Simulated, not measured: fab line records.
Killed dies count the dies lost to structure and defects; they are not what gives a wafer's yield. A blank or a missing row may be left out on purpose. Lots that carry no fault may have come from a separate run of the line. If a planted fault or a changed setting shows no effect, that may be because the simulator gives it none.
Which tool did it?    flow sky130    12 lots, 36 wafers sampled, at 5 steps of a route of 708

WHAT THE GAUGES SHOWED, per wafer
The record holds no reading of a measuring or inspecting step that can be judged against a usual standard deviation.

TOOL THAT RAN EACH LOT (tool first, then ch and the chambers of the sampled wafers, then the start)
lot   SKY_VIA1_CMP_02                SKY_METAL3_ETCH_17                  SKY_METAL3_STRIP_19                   SKY_METAL5_SPUTTER_04         SKY_PAD_OPEN_PROBE_99
L913  cmp-01 ch 1,2, day 33 09:28    rie-diel-04 ch 0,2,3, day 39 01:31  plasma-asher-04 ch 0,1, day 39 01:43  pvd-sputter-01, day 43 08:29  prober-01, day 46 07:27
L914  cmp-01 ch 2,3, day 34 04:17    rie-diel-03 ch 0,1,3, day 39 19:42  plasma-asher-04 ch 0, day 39 19:54    pvd-sputter-01, day 44 10:52  -
L918  cmp-02 ch 0,1, day 34 21:46    rie-diel-02 ch 0,1,3, day 40 10:25  plasma-asher-04 ch 0,1, day 40 10:37  pvd-sputter-03, day 44 14:35  prober-01, day 47 08:14
L919  cmp-02 ch 0,1,3, day 35 01:17  rie-diel-04 ch 1,2,3, day 40 15:10  plasma-asher-03 ch 0,1, day 40 15:22  pvd-sputter-04, day 44 18:41  prober-02, day 47 11:48
L917  cmp-01 ch 1,2, day 35 03:52    rie-diel-02 ch 0,1,3, day 40 18:04  plasma-asher-03 ch 0,1, day 40 18:16  pvd-sputter-03, day 44 23:35  prober-01, day 47 22:50
L920  cmp-02 ch 0,2, day 35 09:53    rie-diel-02 ch 0,1,3, day 40 22:36  plasma-asher-04 ch 0,1, day 40 22:50  pvd-sputter-01, day 45 02:05  prober-02, day 47 23:10
L922  cmp-02 ch 0,1,3, day 36 06:28  rie-diel-03 ch 0,1,3, day 41 17:58  plasma-asher-04 ch 0,1, day 41 18:10  pvd-sputter-04, day 45 19:59  prober-02, day 48 09:58
L924  cmp-01 ch 0,1,2, day 36 21:01  rie-diel-04 ch 0,1,2, day 42 06:10  plasma-asher-02 ch 0,1, day 42 06:22  pvd-sputter-03, day 46 12:13  prober-02, day 49 02:40
L927  cmp-01 ch 0,1,3, day 37 19:08  rie-diel-04 ch 0,2,3, day 43 05:25  plasma-asher-03 ch 0,1, day 43 05:37  pvd-sputter-04, day 47 06:51  -
L928  cmp-01 ch 0,1, day 37 23:18    rie-diel-02 ch 0,3, day 43 07:25    plasma-asher-02 ch 0,1, day 43 07:37  pvd-sputter-03, day 47 08:56  -
L929  cmp-01 ch 1,3, day 38 09:14    rie-diel-02 ch 1,2, day 43 13:57    plasma-asher-02 ch 0,1, day 43 14:09  pvd-sputter-04, day 47 11:20  prober-01, day 49 21:48
L930  cmp-01 ch 0,1, day 38 09:46    rie-diel-02 ch 0,1, day 43 15:04    plasma-asher-03 ch 0,1, day 43 15:18  pvd-sputter-03, day 47 13:36  prober-02, day 50 00:11
- SKY_VIA1_CMP_02: polishes SiO2.
- SKY_METAL3_ETCH_17: etches SiO2 in C4F8/O2/Ar, stops on TiN, time 3.9 s, target depth 15 nm.
- SKY_METAL3_STRIP_19: strips in O2/N2.
- SKY_METAL5_SPUTTER_04: material TiN, target thk 70 nm, time 58.3 s.
- SKY_PAD_OPEN_PROBE_99

WHAT THE TOOLS THEMSELVES READ (means of the sampled wafers that have a number; where no wafer has one, the mark that the record gives instead)
SKY_VIA1_CMP_02. Usual: 12.4 A for motor-current-A, sd 0.89.
lot   tool    motor-current-A (A)  flag
L913  cmp-01  11.7                 
L914  cmp-01  12.5                 
L918  cmp-02  11.6                 
L919  cmp-02  12.0                 
L917  cmp-01  11.9                 
L920  cmp-02  12.5                 
L922  cmp-02  12.6                 
L924  cmp-01  12.2                 
L927  cmp-01  12.1                 
L928  cmp-01  12.0                 
L929  cmp-01  11.7                 
L930  cmp-01  11.7                 

SKY_METAL3_ETCH_17. Usual: bias-w 1200 W, standard deviation 3.4; oes-product-au 0.755 a.u., standard deviation 0.0071.
lot   tool         bias-w (W)  oes-product-au (a.u.)  flag
L913  rie-diel-04  1202        0.761                  
L914  rie-diel-03  1203        0.753                  
L918  rie-diel-02  1196        0.757                  
L919  rie-diel-04  1201        0.750                  
L917  rie-diel-02  1202        0.756                  
L920  rie-diel-02  1198        0.754                  
L922  rie-diel-03  1202        0.751                  
L924  rie-diel-04  1200        0.761                  
L927  rie-diel-04  1200        0.751                  
L928  rie-diel-02  1198        0.761                  
L929  rie-diel-02  1199        0.750                  
L930  rie-diel-02  1203        0.764                  

SKY_METAL3_STRIP_19. Usual: drypump-motor-current-A 5.6 A, standard deviation 0.41; o2-flow-sccm 3000 sccm, standard deviation 9.5; oes-product-au 0.500 a.u., standard deviation 0.0046; strip-time-to-endpoint-s 6.48 s, standard deviation 0.068.
lot   tool             drypump-motor-current-A (A)  o2-flow-sccm (sccm)  oes-product-au (a.u.)  strip-time-to-endpoint-s (s)  flag
L913  plasma-asher-04  5.5                          2989                 0.499                  6.38                          
L914  plasma-asher-04  5.4                          2994                 0.500                  6.48                          
L918  plasma-asher-04  5.7                          3009                 0.502                  6.54                          
L919  plasma-asher-03  5.9                          3005                 0.500                  6.40                          
L917  plasma-asher-03  5.6                          3008                 0.501                  6.47                          
L920  plasma-asher-04  5.7                          3006                 0.499                  6.42                          
L922  plasma-asher-04  5.7                          2993                 0.499                  6.47                          
L924  plasma-asher-02  5.0                          3002                 0.501                  6.47                          
L927  plasma-asher-03  5.6                          3006                 0.499                  6.46                          
L928  plasma-asher-02  5.2                          3002                 0.499                  6.46                          
L929  plasma-asher-02  5.0                          3002                 0.501                  6.51                          
L930  plasma-asher-03  5.6                          3009                 0.499                  6.53                          

SKY_METAL5_SPUTTER_04. Usual: 30.0 % for throttle-valve-pct, sd 1.3.
lot   tool            throttle-valve-pct (%)  flag
L913  pvd-sputter-01  29.3                    
L914  pvd-sputter-01  30.0                    
L918  pvd-sputter-03  29.9                    
L919  pvd-sputter-04  30.8                    
L917  pvd-sputter-03  29.2                    
L920  pvd-sputter-01  30.3                    
L922  pvd-sputter-04  29.7                    
L924  pvd-sputter-03  29.3                    
L927  pvd-sputter-04  30.7                    
L928  pvd-sputter-03  29.9                    
L929  pvd-sputter-04  30.9                    
L930  pvd-sputter-03  29.3                    

SKY_PAD_OPEN_PROBE_99. Usual: defect-limited-yield 82.9 %, standard deviation 1.8; killed_at_M0_to_M3 42, standard deviation 7.2; killed_at_M4_up 3.2, standard deviation 1.8; killed-at-contacts 24, standard deviation 5.4; killed-at-front-end 15, standard deviation 4; killed-at-other 0.3, standard deviation 0.59; killed-dies 84, standard deviation 9; killed-on-rim 17, standard deviation 3.3; killed-open 46, standard deviation 7.1; killed-short 38, standard deviation 6; sort_bin_3_pad_short 0.8 %, standard deviation 0.41; sort_bin_5_function 10.1 %, standard deviation 1.3; sort_bin_6_memory 6.3 %, standard deviation 1.2; sort-n-pass 408, standard deviation 9; sort-yield-pct 82.9 %, standard deviation 1.8.
lot   tool       defect-limited-yield (%)  killed_at_M0_to_M3  killed_at_M4_up  killed-at-contacts  killed-at-front-end  killed-at-other  killed-dies  killed-on-rim  killed-open  killed-short  sort_bin_3_pad_short (%)  sort_bin_5_function (%)  sort_bin_6_memory (%)  sort-n-pass  sort-yield-pct (%)  flag
L913  prober-01  82.6                      47                  3.7              22                  12                   1.0              85           18             41           44            0.9                       9.7                      6.8                    407          82.6                
L918  prober-01  84.2                      33                  2.0              30                  12                   0.7              78           13             47           30            0.9                       8.2                      6.6                    414          84.2                
L919  prober-02  82.0                      44                  2.0              26                  16                   0.3              89           15             48           40            1.1                       11.1                     5.8                    403          82.0                
L917  prober-01  81.8                      49                  2.7              23                  14                   0.7              89           16             53           37            0.7                       11.4                     6.0                    403          81.8                
L920  prober-02  84.3                      36                  5.0              21                  15                   0.0              77           16             45           32            0.7                       10.1                     4.8                    415          84.3                
L922  prober-02  81.8                      46                  3.7              25                  14                   0.7              90           17             49           41            0.9                       11.0                     6.4                    402          81.8                
L924  prober-02  81.9                      47                  3.0              22                  16                   0.3              89           18             45           43            0.9                       10.1                     7.1                    403          81.9                
L929  prober-01  26.9                      335                 1.3              14                  9                    0.3              359          72             30           23            6.2                       48.9                     18.0                   133          26.9                OFF
L930  prober-02  26.7                      336                 2.7              14                  7                    0.0              360          74             26           18            6.6                       48.7                     17.9                   132          26.7                OFF

THE ANSWER, worked out from the rows above alone
Rule: lot off if the mean of its wafers having a number is beyond 3 standard deviations from the usual mean. Also off: a lot with no number at a reading for which 4 or more lots have one. All remaining lots with rows at the step are treated as sound. First the gauges in route order, then the tools' own readings, where a lot's mean is used as printed above. The first step at which some lot is off is used, and at that step the reading that is off furthest; a lot without a number counts as furthest.
Off, at SKY_PAD_OPEN_PROBE_99 on killed_at_M0_to_M3: L929, L930. Neither off nor sound, because the step has no rows for them: L914, L927, L928.
If a tool, at that step or one of the process steps before it, ran each lot that is off and ran no sound lot following the first of them, it fits. 2 tools fit, cmp-01 at SKY_VIA1_CMP_02 and rie-diel-02 at SKY_METAL3_ETCH_17, so this cannot tell which one it is.

WHAT WAS PUT IN BY THE SIMULATOR
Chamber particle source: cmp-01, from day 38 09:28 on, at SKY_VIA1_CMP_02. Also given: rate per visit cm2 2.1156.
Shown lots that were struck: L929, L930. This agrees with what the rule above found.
